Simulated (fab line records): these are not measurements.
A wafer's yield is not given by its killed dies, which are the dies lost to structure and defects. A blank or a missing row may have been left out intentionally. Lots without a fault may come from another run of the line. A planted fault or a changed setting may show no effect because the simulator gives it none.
2 desks looking at one fault    flow sky130    each desk has only its own numbers; what lay behind them comes last

## THE METROLOGY DESK
What the gauges read for every lot (on any tool): the sampled wafers with a number, averaged. If a lot's mean is further than 4 standard deviations from the usual mean, the lot is out of limits and carries the mark OUT (the distance appears in the brackets).
Columns: A = CONTACT_HDPCVD_THK at SKY_CONTACT_THK_MEAS_03, usual 566 nm
lot   first seen here  A
L130  day 30 11:11     567
L131  day 30 17:55     566
L132  day 31 08:14     564
L134  day 31 20:53     566
L136  day 32 10:37     570
L135  day 32 11:29     564
L137  day 32 21:53     565
L139  day 33 17:26     563
L142  day 34 08:38     558
L143  day 34 10:50     568
L144  day 35 03:49     562
L145  day 35 21:49     568
L146  day 36 03:27     515 (-11) OUT
L147  day 36 06:44     498 (-14) OUT
L148  day 36 11:20     533 (-6.8) OUT
This desk finds L146, L147, L148 out of limits, with the earliest case on L146 at day 36 03:27 (CONTACT_HDPCVD_THK at SKY_CONTACT_THK_MEAS_03). Within limits: L130, L131, L132, L134, L136, L135, L137, L139, L142, L143, L144, L145.

## AT THE TOOL OWNER'S DESK: hdpcvd-02
The tool's own readings at SKY_CONTACT_HDPCVD_02 (deposits SiO2, target thk 565 nm, time 94.2 s): means of the sampled wafers that have a number, for each lot that ran on this tool. If a lot's mean is further than 4 standard deviations from the usual mean, the lot is out of limits and carries the mark OUT (the distance appears in the brackets).
Columns: A = run_length_s at SKY_CONTACT_HDPCVD_02, usual 122.0 s
lot   first seen here  A
L130  day 30 11:08     121.6
L134  day 31 20:49     122.0
L135  day 32 11:25     122.2
L137  day 32 21:49     122.0
L142  day 34 08:34     123.1
L143  day 34 10:47     121.6
L144  day 35 03:44     122.2
L146  day 36 03:23     113.3 (-11) OUT
L147  day 36 06:40     111.7 (-13) OUT
L148  day 36 11:16     117.1 (-6.3) OUT
This desk's verdict: out of limits on L146, L147, L148, starting with L146 at day 36 03:23 (run_length_s at SKY_CONTACT_HDPCVD_02). Within limits: L130, L134, L135, L137, L142, L143, L144.

## BROUGHT TOGETHER
The tool owner's desk could have raised an alarm at day 36 03:23, on L146, L147, L148.
The metrology desk could have raised an alarm at day 36 03:27, on L146, L147, L148.
Of the lots named, all ran SKY_CONTACT_HDPCVD_02 on hdpcvd-02.

## WHAT THE SIMULATOR HAD INSERTED
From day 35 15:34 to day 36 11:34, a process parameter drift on hdpcvd-02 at SKY_CONTACT_HDPCVD_02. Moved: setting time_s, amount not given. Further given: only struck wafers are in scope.
Struck lots among those shown: L146, L147, L148.
Delay (hours) between the fault's onset and each desk's first out-of-limits reading: 12 at the tool owner's desk, 12 at the metrology desk.
